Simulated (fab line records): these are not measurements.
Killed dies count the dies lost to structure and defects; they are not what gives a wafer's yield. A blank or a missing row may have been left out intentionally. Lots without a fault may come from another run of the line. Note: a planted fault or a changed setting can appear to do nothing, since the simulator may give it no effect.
Split-lot trial    flow sfq line    23 wafers read from 5 lots, route of 325 steps

ABOUT THE SPLIT
At SFQ_TRILAYER_M4_LITHO_COAT_093 (resist thk 600 nm), the setting spin rpm was moved away from the recipe's 3000 rpm on 7 of the 23 wafers read, by -3.8% to +6.9%. This setting was run at the recipe's value on the other wafers.

FROM THE SPLIT TO THE READING: what the file shows between them, 4 steps
- SFQ_TRILAYER_M4_LITHO_SOFTBAKE_097
- SFQ_TRILAYER_M4_LITHO_EXPOSE_094: exposes mask M4, target cd 500 nm
- SFQ_TRILAYER_M4_LITHO_DEVELOP_095: time 60 s
- SFQ_TRILAYER_M4_BARC_OPEN_METAL_ETCH_123: etches BARC in O2, target depth 125 nm, time 41.7 s

THE READING
KrF_of_TRILAYER_M4_LITHO_COAT_093.thk nm (the simulator's own value, which no gauge read), in nm, at SFQ_TRILAYER_M4_ETCH_METAL_ETCH_096 (etches Nb in Cl2/Ar, stops on SiO2, target depth 240 nm, time 120 s). The file gives no usual value for it. Average 383.2 nm, standard deviation 5.6 nm, over the 16 wafers here run with the recipe.

wafer   tool, chamber at the split  spin rpm as run, rpm  against the recipe  KrF_of_TRILAYER_M4_LITHO_COAT_093.thk nm, nm  against lot-mates on the recipe
L075.1  litho track-03, 0           3000                  recipe              381.5                                         -
L075.3  litho track-03, 0           3000                  recipe              381.6                                         -
L075.6  litho track-03, 0           3000                  recipe              382.3                                         -
L076.1  litho track-03, 0           3170                  +5.7%               358.4                                         -30.1
L076.2  litho track-03, 0           3170                  +5.7%               361.5                                         -27.0
L076.3  litho track-03, 0           3000                  recipe              393.9                                         -
L076.4  litho track-03, 0           3000                  recipe              390.3                                         -
L076.5  litho track-03, 0           3000                  recipe              381.2                                         -
L079.1  litho track-01, 0           2887                  -3.8%               402                                           +14.0
L079.2  litho track-01, 0           3000                  recipe              386.8                                         -
L079.4  litho track-01, 0           2887                  -3.8%               403                                           +15.0
L079.5  litho track-01, 0           3000                  recipe              389.1                                         -
L079.6  litho track-01, 0           2887                  -3.8%               404.2                                         +16.2
L082.1  litho track-03, 0           3000                  recipe              387.7                                         -
L082.3  litho track-03, 0           3000                  recipe              389.1                                         -
L082.4  litho track-03, 0           3000                  recipe              375.7                                         -
L082.5  litho track-03, 0           3000                  recipe              383                                           -
L082.6  litho track-03, 0           3000                  recipe              375.8                                         -
L085.1  litho track-03, 0           3208                  +6.9%               354.5                                         -23.1
L085.3  litho track-03, 0           3208                  +6.9%               359                                           -18.6
L085.4  litho track-03, 0           3000                  recipe              374.9                                         -
L085.5  litho track-03, 0           3000                  recipe              378.3                                         -
L085.6  litho track-03, 0           3000                  recipe              379.6                                         -

THE FIT
A straight line over all 23 wafers: KrF_of_TRILAYER_M4_LITHO_COAT_093.thk nm changes by -4.27 nm for each +1% of spin rpm; r = -0.93; the points scatter about the line by 5.2 nm.
The same after taking each lot's own level away (the mean of its wafers on the recipe; 23 wafers): -3.86 nm for each +1%; r = -0.93; scatter 4.6 nm.
The reading moves by 27 nm for the largest change in spin rpm, on that fit.
Measured against the standard deviation above, the lots' own levels, which go from 377.60 to 388.47 nm, span 2.0 times it.
Hence the slope depends on the lot-to-lot level, as the two fits are not the same.
Check: for one of the wafers moved furthest among these (+6.9%), held out of the fit, the line's prediction against its lot-mates is -28 nm. It came out at -23.1 nm against them.

OTHER SPLITS APPLIED TO THESE WAFERS
These wafers also went through other splits before the reading. Each is held against what the fit with the lots' levels taken away leaves over:
other split on the same wafers                     wafers away from the commonest value  r with KrF_of_TRILAYER_M4_LITHO_COAT_093.thk nm (lot level and that fit taken away)
SFQ_TRILAYER_I2_VIA_LITHO_EXPOSE_068 dose mj       9                                     +0.10
SFQ_TRILAYER_M3_LITHO_EXPOSE_076 dose mj           10                                    +0.19
SFQ_TRILAYER_I3_VIA_LITHO_COAT_085 spin rpm        9                                     +0.33
SFQ_TRILAYER_I3_VIA_BARC_OPEN_VIA_ETCH_121 time s  6                                     +0.33

THE WHOLE CHAIN: every reading that the file lists as answering this split, in the file's order
step                                      what it does                                                         reading                                                                                    change (the file's fit)               r (the file's)
SFQ_TRILAYER_M4_LITHO_COAT_093            resist thk 600 nm                                                    KrF_of_TRILAYER_M4_LITHO_COAT_093.thk nm (the simulator's own value, which no gauge read)  -2.82 nm for each +1% of the setting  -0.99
SFQ_TRILAYER_M4_BARC_OPEN_METAL_ETCH_123  etches BARC in O2, target depth 125 nm, time 41.7 s                  KrF_of_TRILAYER_M4_LITHO_COAT_093.thk nm (the simulator's own value, which no gauge read)  -2.85 nm for each +1% of the setting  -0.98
SFQ_TRILAYER_M4_ETCH_METAL_ETCH_096       etches Nb in Cl2/Ar, stops on SiO2, target depth 240 nm, time 120 s  KrF_of_TRILAYER_M4_LITHO_COAT_093.thk nm (the simulator's own value, which no gauge read)  -3.84 nm for each +1% of the setting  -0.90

THE FILE'S OWN FIT
KrF_of_TRILAYER_M4_LITHO_COAT_093.thk nm changes by -3.84 nm for each +1% of spin rpm, r = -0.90.
